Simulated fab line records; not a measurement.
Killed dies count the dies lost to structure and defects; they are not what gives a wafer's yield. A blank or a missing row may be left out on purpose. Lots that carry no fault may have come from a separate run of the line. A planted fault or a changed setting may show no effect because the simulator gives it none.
The tool behind it: which one? + flow sky130 + 24 lots, 72 wafers sampled, at 3 steps of a route of 708

== WHAT THE GAUGES READ, wafer by wafer ==
SKY_NWELL_RS_MEAS_31: the measuring method here is four-point-probe. Usual: PWDE_RS typically reads 5275 ohm/sq, with standard deviation 16.
| lot  | measured     | on           | PWDE_RS (ohm/sq) | flag |
|------|--------------|--------------|------------------|------|
| L074 | day 5 08:51  | filmMetro-01 | 5308 5295 5288   |      |
| L075 | day 5 16:26  | filmMetro-01 | 5258 5259 5255   |      |
| L076 | day 5 19:46  | filmMetro-01 | 5258 5262 5259   |      |
| L077 | day 6 00:33  | filmMetro-01 | 5282 5293 5274   |      |
| L078 | day 6 10:00  | filmMetro-03 | 5277 5287 5270   |      |
| L079 | day 7 02:18  | filmMetro-04 | 5276 5284 5273   |      |
| L080 | day 7 06:12  | filmMetro-04 | 5267 5287 5281   |      |
| L081 | day 7 05:51  | filmMetro-01 | 5309 5286 5274   |      |
| L082 | day 7 08:42  | filmMetro-04 | 5280 5278 5281   |      |
| L083 | day 7 14:13  | filmMetro-01 | 5294 5279 5282   |      |
| L084 | day 7 21:49  | filmMetro-04 | 5295 5281 5267   |      |
| L085 | day 8 10:27  | filmMetro-04 | 5305 5300 5282   |      |
| L086 | day 8 20:34  | filmMetro-04 | 5256 5264 5274   |      |
| L087 | day 8 20:12  | filmMetro-03 | 5283 5307 5285   |      |
| L088 | day 9 03:19  | filmMetro-04 | 5251 5275 5259   |      |
| L089 | day 9 10:18  | filmMetro-04 | 5280 5294 5296   |      |
| L090 | day 9 13:50  | filmMetro-04 | 5279 5254 5276   |      |
| L091 | day 9 18:01  | filmMetro-03 | 5291 5294 5309   |      |
| L093 | day 10 03:43 | filmMetro-03 | 5298 5263 5286   |      |
| L092 | day 10 05:24 | filmMetro-04 | 5246 5247 5243   |      |
| L094 | day 10 10:58 | filmMetro-04 | 5268 5267 5270   |      |
| L095 | day 10 18:17 | filmMetro-01 | 5269 5268 5283   |      |
| L096 | day 10 21:09 | filmMetro-01 | 5284 5268 5285   |      |
| L097 | day 11 03:22 | filmMetro-04 | 5271 5273 5275   |      |

SKY_VT_ADJUST_HVTP_OVL_MEAS_08. Usual: VT_ADJUST_HVTP_OVL typically reads 0.0 nm, with standard deviation 1.4.
| lot  | measured     | on         | VT_ADJUST_HVTP_OVL (nm) | flag |
|------|--------------|------------|-------------------------|------|
| L074 | day 6 02:41  | overlay-01 | -1.1 -0.3 0.8           |      |
| L075 | day 6 10:41  | overlay-02 | 2.1 -0.9 1.3            |      |
| L076 | day 6 14:37  | overlay-02 | -0.2 0.6 1.5            |      |
| L077 | day 6 18:44  | overlay-01 | 2.5 1.5 0.3             |      |
| L078 | day 7 04:32  | overlay-01 | -2.3 -1.5 -0.6          |      |
| L079 | day 7 21:44  | overlay-02 | 1.7 0.7 0.9             |      |
| L080 | day 8 02:20  | overlay-01 | 0.2 0.9 1.2             |      |
| L081 | day 8 02:02  | overlay-02 | 1.8 -0.9 0.7            |      |
| L082 | day 8 04:26  | overlay-02 | 1.2 -1.4 -0.5           |      |
| L083 | day 8 10:38  | overlay-01 | -1.8 -1.9 0.0           |      |
| L084 | day 8 18:26  | overlay-02 | -0.8 -1.0 -1.5          |      |
| L085 | day 9 07:52  | overlay-02 | 1.7 0.5 1.4             |      |
| L086 | day 9 17:54  | overlay-01 | -0.9 -1.0 -0.8          |      |
| L087 | day 9 17:32  | overlay-01 | -0.3 0.7 0.0            |      |
| L088 | day 10 00:29 | overlay-02 | 0.9 1.9 0.1             |      |
| L089 | day 10 08:44 | overlay-01 | 0.4 2.0 0.7             |      |
| L090 | day 10 11:59 | overlay-01 | -1.0 -0.9 -2.5          |      |
| L091 | day 10 16:32 | overlay-02 | 2.2 -1.2 1.1            |      |
| L093 | day 11 02:05 | overlay-01 | -0.6 -2.1 -0.7          |      |
| L092 | day 11 03:17 | overlay-01 | -0.9 -0.5 1.1           |      |
| L094 | day 11 09:50 | overlay-02 | 2.7 2.9 1.4             |      |
| L095 | day 11 17:29 | overlay-02 | -1.4 -1.3 -1.1          |      |
| L096 | day 11 20:35 | overlay-01 | -2.8 -1.8 -1.0          |      |
| L097 | day 12 03:35 | overlay-02 | 1.0 2.3 2.6             |      |

== WHICH TOOL RAN EACH LOT (tool, then ch and the chambers of the sampled wafers, then the start) ==
| lot  | SKY_FIELD_ISO_ETCH_15            |
|------|----------------------------------|
| L074 | rieDiel-01 ch 0,1,2, day 2 05:05 |
| L075 | rieDiel-03 ch 1,2, day 2 10:11   |
| L076 | rieDiel-03 ch 0,1,3, day 2 14:44 |
| L077 | rieDiel-03 ch 0,1,2, day 2 20:49 |
| L078 | rieDiel-01 ch 0,2,3, day 3 01:46 |
| L079 | rieDiel-01 ch 0,1,3, day 3 09:46 |
| L080 | rieDiel-01 ch 0,3, day 3 13:40   |
| L081 | rieDiel-04 ch 0,1,2, day 3 16:52 |
| L082 | rieDiel-01 ch 1,2,3, day 3 21:11 |
| L083 | rieDiel-04 ch 0,1,3, day 4 04:43 |
| L084 | rieDiel-01 ch 0,1,3, day 4 12:22 |
| L085 | rieDiel-01 ch 0,2,3, day 4 17:38 |
| L086 | rieDiel-03 ch 0,1,2, day 4 21:28 |
| L087 | rieDiel-03 ch 1,2, day 5 01:16   |
| L088 | rieDiel-03 ch 0,1, day 5 06:28   |
| L089 | rieDiel-01 ch 1,2,3, day 5 10:19 |
| L090 | rieDiel-03 ch 0,2, day 5 16:26   |
| L091 | rieDiel-04 ch 1,2,3, day 5 23:25 |
| L093 | rieDiel-04 ch 1,2, day 6 06:52   |
| L092 | rieDiel-01 ch 0,2,3, day 6 07:13 |
| L094 | rieDiel-03 ch 2,3, day 6 14:04   |
| L095 | rieDiel-04 ch 0,1,2, day 6 20:23 |
| L096 | rieDiel-03 ch 1,2,3, day 7 00:22 |
| L097 | rieDiel-01 ch 0,2,3, day 7 04:05 |
- SKY_FIELD_ISO_ETCH_15: etches the open film in CHF3/O2, stops on Si, target depth 180 nm, time 72 s.

== AS READ BY THE TOOLS THEMSELVES (means over the sampled wafers that have a number; for cases with no such wafer, the mark the record gives instead) ==
SKY_FIELD_ISO_ETCH_15. Usual: drypumpMotorCurrentA 5.96 A, standard deviation 0.22; oesProductAu 0.946 a.u., standard deviation 0.0071; throttleValvePct 8.845 %, standard deviation 0.0094.
| lot  | tool       | drypumpMotorCurrentA (A) | oesProductAu (a.u.) | throttleValvePct (%) | flag |
|------|------------|--------------------------|---------------------|----------------------|------|
| L074 | rieDiel-01 | 6.04                     | 0.940               | 8.842                |      |
| L075 | rieDiel-03 | 5.92                     | 0.934               | 8.838                |      |
| L076 | rieDiel-03 | 5.89                     | 0.944               | 8.846                |      |
| L077 | rieDiel-03 | 5.92                     | 0.950               | 8.837                |      |
| L078 | rieDiel-01 | 5.88                     | 0.951               | 8.843                |      |
| L079 | rieDiel-01 | 6.12                     | 0.950               | 8.841                |      |
| L080 | rieDiel-01 | 6.04                     | 0.944               | 8.838                |      |
| L081 | rieDiel-04 | 5.95                     | 0.952               | 8.841                |      |
| L082 | rieDiel-01 | 5.99                     | 0.938               | 8.828                |      |
| L083 | rieDiel-04 | 5.92                     | 0.943               | 8.849                |      |
| L084 | rieDiel-01 | 6.12                     | 0.952               | 8.852                |      |
| L085 | rieDiel-01 | 5.89                     | 0.955               | 8.849                |      |
| L086 | rieDiel-03 | 5.92                     | 0.944               | 8.838                |      |
| L087 | rieDiel-03 | 5.91                     | 0.947               | 8.844                |      |
| L088 | rieDiel-03 | 5.86                     | 0.949               | 8.835                |      |
| L089 | rieDiel-01 | 5.98                     | 0.936               | 8.841                |      |
| L090 | rieDiel-03 | 5.92                     | 0.950               | 8.853                |      |
| L091 | rieDiel-04 | 6.17                     | 0.955               | 8.848                |      |
| L093 | rieDiel-04 | 6.18                     | 0.945               | 8.842                |      |
| L092 | rieDiel-01 | 5.90                     | 0.939               | 8.841                |      |
| L094 | rieDiel-03 | 6.02                     | 0.946               | 8.844                |      |
| L095 | rieDiel-04 | 5.94                     | 0.944               | 8.846                |      |
| L096 | rieDiel-03 | 5.97                     | 0.945               | 8.849                |      |
| L097 | rieDiel-01 | 5.88                     | 0.944               | 8.839                |      |

== THE ANSWER, worked out from the rows above alone ==
Rule: lot off if the mean of its wafers having a number is beyond 3 standard deviations from the usual mean. Also off: a lot with no number at a reading for which 4 or more lots have one. Where the step has rows for the other lots, those lots are counted as sound. First the gauges in route order, then the tools' own readings, where a lot's mean is used as printed above. The first step at which some lot is off is used, and at that step the reading that is off furthest; a lot without a number counts as furthest.
None of the lots is off at any reading shown; this tells nothing.

== WHAT THE SIMULATOR PUT IN ==
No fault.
